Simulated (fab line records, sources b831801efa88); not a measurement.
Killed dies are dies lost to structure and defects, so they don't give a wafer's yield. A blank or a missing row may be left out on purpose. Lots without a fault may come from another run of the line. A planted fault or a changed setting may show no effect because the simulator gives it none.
Which tool did it? | flow gf180mcu | 7 lots, 21 wafers sampled, at 2 steps of a route of 602

WHAT THE GAUGES READ, wafer by wafer
GF_V3_THK_MEAS_01.
lot  | measured     | on            | V3_CVD_00_THK (nm)
L293 | day 22 03:44 | film_metro-03 | 591 596 591
L296 | day 23 04:30 | film_metro-02 | 605 590 590
L300 | day 24 21:55 | film_metro-04 | 607 604 604
L303 | day 25 11:25 | film_metro-03 | 597 594 593
L305 | day 26 08:14 | film_metro-03 | 592 592 595
L312 | day 27 17:56 | film_metro-03 | 598 604 599
L313 | day 28 00:56 | film_metro-04 | 594 599 605

WHICH TOOL RAN EACH LOT (tool, then ch and the chambers of the sampled wafers, then the start)
lot  | GF_CONTACT_STRIP_18
L293 | plasma_asher-01 ch 0,1, day 16 19:55
L296 | plasma_asher-02 ch 0,1, day 17 20:43
L300 | plasma_asher-04 ch 0,1, day 19 18:43
L303 | plasma_asher-01 ch 0,1, day 20 11:04
L305 | plasma_asher-04 ch 0,1, day 21 10:18
L312 | plasma_asher-01 ch 0,1, day 23 01:13
L313 | plasma_asher-01 ch 0,1, day 23 07:58
- GF_CONTACT_STRIP_18: strips in O2/N2.

THE ANSWER, worked out from the rows above alone
Rule: what is usual is taken from the lots themselves. Put in order of their means at a reading, lots are off if they are a third of the lots or fewer, leave a main group of 4 or more, and stand apart from it by a gap of 3 or more times the standard deviation of the main group's means; of several such gaps the widest counts. A main group whose means are all the same, to the digits that the tables above print for the reading, isn't used. A lot without any number at a reading at which 4 lots or more have one is off too. The other lots that the step has rows for count as sound.
No lot is off at any reading shown: from this, nothing can be told.

WHAT THE SIMULATOR HAD PUT IN
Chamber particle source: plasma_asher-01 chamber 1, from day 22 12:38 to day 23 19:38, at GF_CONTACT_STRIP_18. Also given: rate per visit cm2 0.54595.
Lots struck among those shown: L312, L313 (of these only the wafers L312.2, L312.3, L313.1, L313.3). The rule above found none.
